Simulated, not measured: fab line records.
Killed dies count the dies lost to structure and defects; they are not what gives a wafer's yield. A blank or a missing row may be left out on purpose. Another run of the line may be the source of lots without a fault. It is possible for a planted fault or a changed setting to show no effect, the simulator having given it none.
A struck lot beside a sound one || flow sfq-line || 15 out of 325 route steps
Sound: these wafers, L718.1, L718.4, L718.5. Struck: wafer L707.6. (L707.1, L707.4 of the same lot were not struck and are left out.) The cause comes at the end.
At each step with rows: each side's tool, then ch and its chambers, then its first start. Under that, the readings that differ: sound wafers || struck wafers || difference of the means || sigmas: that difference in standard deviations of wafers without a fault.
alike: readings with means less than 2 such deviations apart, plus words and numbers identical on both sides. not compared: withheld readings, readings lacking a value on some wafer, bounds such as >300 that could conceal the same value, and numbers that have no deviation in the record and whose values overlap.
A row with sigmas, a row that says differs or no value, or rows on one side alone: a step with any of these is where the two part. When numbers do not overlap yet have no deviation, they are printed without sigmas and do not part them. Lack of a reading on every wafer of one side parts them only where that side has two or more wafers.

first, 1 step without rows for these wafers: SFQ_TRILAYER_M4_STRIP_SOLV_CLEAN_098 (cleans in NMP, time 600 s).
SFQ_TRILAYER_I4_DEP_PECVD_099: deposits SiO2 from SiH4/N2O, time 111.11 s, target thk 500 nm.
  sound on pecvd-02 ch 0,2, day 60 07:28; struck on pecvd-04 ch 1, day 52 00:39
  alike: heater-power-w, throttle-valve-pct
  not compared: since-wet-clean-h
SFQ_TRILAYER_I4_CMP_CMP_100: polishes SiO2.
  sound on cmp-02 ch 2,3, day 60 07:33; struck on cmp-01 ch 2, day 52 02:44
  alike: motor-current-A, retaining-ring-pressure-frac, slurry-flow-ml-min, time-to-endpoint-s
SFQ_I4_BOW_MEAS_927:
  sound on film-metro-02 at day 60 10:33; struck on film-metro-01 at day 52 03:44
  alike: I4_BOW
SFQ_TRILAYER_I4_METRO_MEASURE_101:
  sound on film-metro-02 at day 60 10:40; struck on film-metro-01 at day 52 03:51
  alike: thk-nm
then, 6 steps without rows for these wafers: SFQ_TRILAYER_I4_VIA_LITHO_COAT_108 (resist thk 62 nm); SFQ_TRILAYER_I4_VIA_LITHO_COAT_103 (resist thk 650 nm); SFQ_TRILAYER_I4_VIA_LITHO_SOFTBAKE_107; SFQ_TRILAYER_I4_VIA_LITHO_EXPOSE_104 (exposes mask I4, target cd 700 nm); SFQ_TRILAYER_I4_VIA_LITHO_PEB_106 (peb time 60 s); SFQ_TRILAYER_I4_VIA_LITHO_DEVELOP_105 (time 60 s).
SFQ_I4_OVL_MEAS_928:
  sound on overlay-02 at day 60 15:22; struck on overlay-02 at day 52 08:27
  alike: I4_OVL
SFQ_TRILAYER_I4_VIA_BARC_OPEN_VIA_ETCH_146: etches BARC in O2, target depth 125 nm, time 41.7 s.
  sound on rie-diel-04 ch 1,2,3, day 60 15:23; struck on rie-diel-04 ch 3, day 52 08:29
{"reading": "model.KrF_of_TRILAYER_I4_VIA_LITHO_COAT_103.thk-nm (nm)", "sound": "574.1 572.8 575.2", "struck": 553.3, "difference": -20.7, "sigmas": ""}
  alike: drypump-motor-current-A, oes-product-au
  not compared: rf-hours-counter-h
SFQ_TRILAYER_I4_VIA_ETCH_VIA_ETCH_106: etches SiO2 in CHF3, stops on Nb, target depth 260 nm.
  sound on rie-diel-04 ch 1,2,3, day 60 15:26; struck on rie-diel-04 ch 3, day 52 08:31
{"reading": "model.KrF_of_TRILAYER_I4_VIA_LITHO_COAT_103.thk-nm (nm)", "sound": "529 527.2 530", "struck": 509.8, "difference": -18.9, "sigmas": ""}
  alike: drypump-motor-current-A, oes-product-au
SFQ_TRILAYER_I4_VIA_STRIP_STRIP_107: strips in O2.
  sound on rie-metal-01 ch 0, day 60 15:32; struck on rie-metal-01 ch 0, day 52 08:38
  alike: drypump-motor-current-A, oes-product-au
  not compared: rf-hours-counter-h

== WHERE THEY PART ==
Nowhere in this record.

WHY: what had been put in by the simulator
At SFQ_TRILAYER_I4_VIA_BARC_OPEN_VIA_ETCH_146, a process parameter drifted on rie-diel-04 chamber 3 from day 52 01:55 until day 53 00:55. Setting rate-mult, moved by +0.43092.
